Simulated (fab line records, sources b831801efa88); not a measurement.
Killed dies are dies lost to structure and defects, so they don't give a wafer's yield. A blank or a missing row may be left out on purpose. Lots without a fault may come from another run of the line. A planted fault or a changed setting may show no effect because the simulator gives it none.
Problem report in the 8D (eight disciplines) form, filled by code | flow sky130 | the parts of the form that need people (team, actions taken, sign-off) are left out

1. THE PROBLEM
o2_flow_sccm at SKY_CAP2M_STRIP_14 reads a mean of 3602 sccm on 4 wafers of 3 lots; wafers without a fault read 3000 sccm with a standard deviation of 8.7. That is +69 standard deviations from the usual mean.
The step: strips in O2/N2.
First seen on wafer L312.5, day 42 06:05, on plasma_asher-03. The record holds 45 wafers of 15 lots with a number at this step. Rule for "out", or "out of limits": more than 4 standard deviations from the usual mean. The other wafers with a number count as sound.

2. WHAT IT IS AND WHAT IT IS NOT
question                    | is                             | is not
which readings at this step | o2_flow_sccm                   | drypump_motor_current_A
which lots                  | L312, L313, L314               | L307, L308, L309, L310, L318, L322, L323, L324, L325, L327, L329, L330
which wafers of those lots  | L312.5, L313.2, L313.3, L314.5 | L312.2, L312.6, L313.1, L314.1, L314.6
read on which tools         | plasma_asher-03                | plasma_asher-01, plasma_asher-02
when                        | from day 42 06:05              | up to then (14 sound wafers); but 27 sound wafers of L313, L314, L318, L322, L323, L324, L325, L327, L329, L330 came after

3. SUSPECTS, AND WHAT RULES EACH OUT
Counting: a tool at a process step up to the reading stays a suspect if it ran every lot that is out. Sound lots after the first of them don't rule it out here, since some wafers of a struck lot are sound.
- plasma_asher-03 at SKY_CAP2M_STRIP_14 (strips in O2/N2): kept. It ran every lot that is out, first L312 (day 42 06:05); its last sound lot up to then is L310 (day 41 15:35). Its own readings are out on those wafers: o2_flow_sccm.
- Within plasma_asher-03 at SKY_CAP2M_STRIP_14: the wafers that are out ran in chamber 0; their sound lot-mates ran in chamber 1.
Left after counting: plasma_asher-03 at SKY_CAP2M_STRIP_14.

4. THE CAUSE (what the simulator had put in)
Process parameter drift: plasma_asher-03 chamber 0, from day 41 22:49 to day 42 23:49, at SKY_CAP2M_STRIP_14. Setting o2_flow_sccm, moved by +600, from 3000. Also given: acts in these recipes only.
Counting left only this tool.

5. THE CHAIN OF EFFECTS, in route order
Each row: a reading whose mean over the struck wafers that have a number lies more than 3 standard deviations from the usual. Only readings for which the record gives a usual standard deviation are gone through. hours: the time from each lot's start at the first step in this table that gives one to its start at this step, as a median over the lots. sigmas: the change in usual standard deviations.
hours | step               | reading      | usual     | on struck wafers | change | sigmas
0     | SKY_CAP2M_STRIP_14 | o2_flow_sccm | 3000 sccm | 3602             | +602   | +69
The process steps in it:
- SKY_CAP2M_STRIP_14: strips in O2/N2.
Later measuring or inspecting steps at which every struck wafer that the step has a row for has a number for every such reading, and none has moved that far: SKY_METAL4_OVL_MEAS_14.

6. WHAT WOULD HAVE CAUGHT IT SOONER
In this record the first reading out of limits was taken at day 42 06:05, 7 hours after the fault began at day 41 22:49.
